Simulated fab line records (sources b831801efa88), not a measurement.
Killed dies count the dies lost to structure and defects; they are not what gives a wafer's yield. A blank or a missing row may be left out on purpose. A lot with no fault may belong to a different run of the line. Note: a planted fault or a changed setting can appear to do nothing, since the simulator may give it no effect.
8D (eight disciplines) problem report, filled in by code || flow sky130 || the parts of the form that need people (team, actions taken, sign-off) are left out

1. THE ISSUE
At SKY_LDD_LDN_IMPLANT_10, beam-energy-keV averages 15.385 over 6 wafers from 2 lots, while fault-free wafers read 15.000, standard deviation 0.0046. Measured from the usual mean, that is +84 standard deviations.
First seen on wafer L340.2, day 27 11:48, on implanter-01. The record has a number at this step for 42 wafers belonging to 14 lots. By rule, "out" or "out of limits" means more than 4 standard deviations away from the usual mean. Any other wafer with a number is counted as sound.

2. WHAT THIS IS AND IS NOT
{"question": "which readings at this step", "is": "beam-energy-keV", "is not": "faraday-current-uA, rotation-deg"}
{"question": "which lots", "is": "L340, L342", "is not": "L329, L330, L332, L333, L334, L336, L337, L346, L348, L349, L350, L352"}
{"question": "which wafers of those lots", "is": "all that have a number", "is not": "-"}
{"question": "read on which tools", "is": "implanter-01", "is not": "implanter-03, implanter-04"}
{"question": "when", "is": "from day 27 11:48", "is not": "up to then (21 sound wafers); but 15 sound wafers of L346, L348, L349, L350, L352 came after"}

3. SUSPECTS, AND WHAT RULES EACH OUT
Counting: a tool at a process step up to the reading stays a suspect if it ran every lot that is out and no sound lot after the first of them.
- implanter-01 at SKY_LDD_LDN_IMPLANT_10: kept. Every lot that is out went through it, starting with L340 (day 27 11:48), and after that it ran no sound lot; the last sound lot it ran before then is L336 (day 26 00:30). Its own readings are out on those wafers: beam-energy-keV.
Remaining after the count: implanter-01 at SKY_LDD_LDN_IMPLANT_10.

4. THE CAUSE (what the simulator had put in)
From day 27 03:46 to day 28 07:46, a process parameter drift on implanter-01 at SKY_LDD_LDN_IMPLANT_10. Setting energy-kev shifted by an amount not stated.
This tool alone remained once counting was done.

5. SEQUENCE OF EFFECTS, ordered by route
Each row: a reading whose mean over the struck wafers that have a number lies more than 3 standard deviations from the usual. Scope: only readings with a usual standard deviation given in the record; hours: median across lots of the time from each lot's start at the first step in this table that gives one to its start at this step; sigmas: change in usual standard deviations.
{"hours": 0, "step": "SKY_LDD_LDN_IMPLANT_10", "reading": "beam-energy-keV", "usual": 15.000, "on struck wafers": 15.385, "change": "+0.385", "sigmas": "+84"}
It contains these process steps:
- SKY_LDD_LDN_IMPLANT_10

6. WHAT WOULD HAVE CAUGHT IT SOONER
In this record no reading fell out of limits until day 27 11:48, 8 hours after the fault had begun at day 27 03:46.
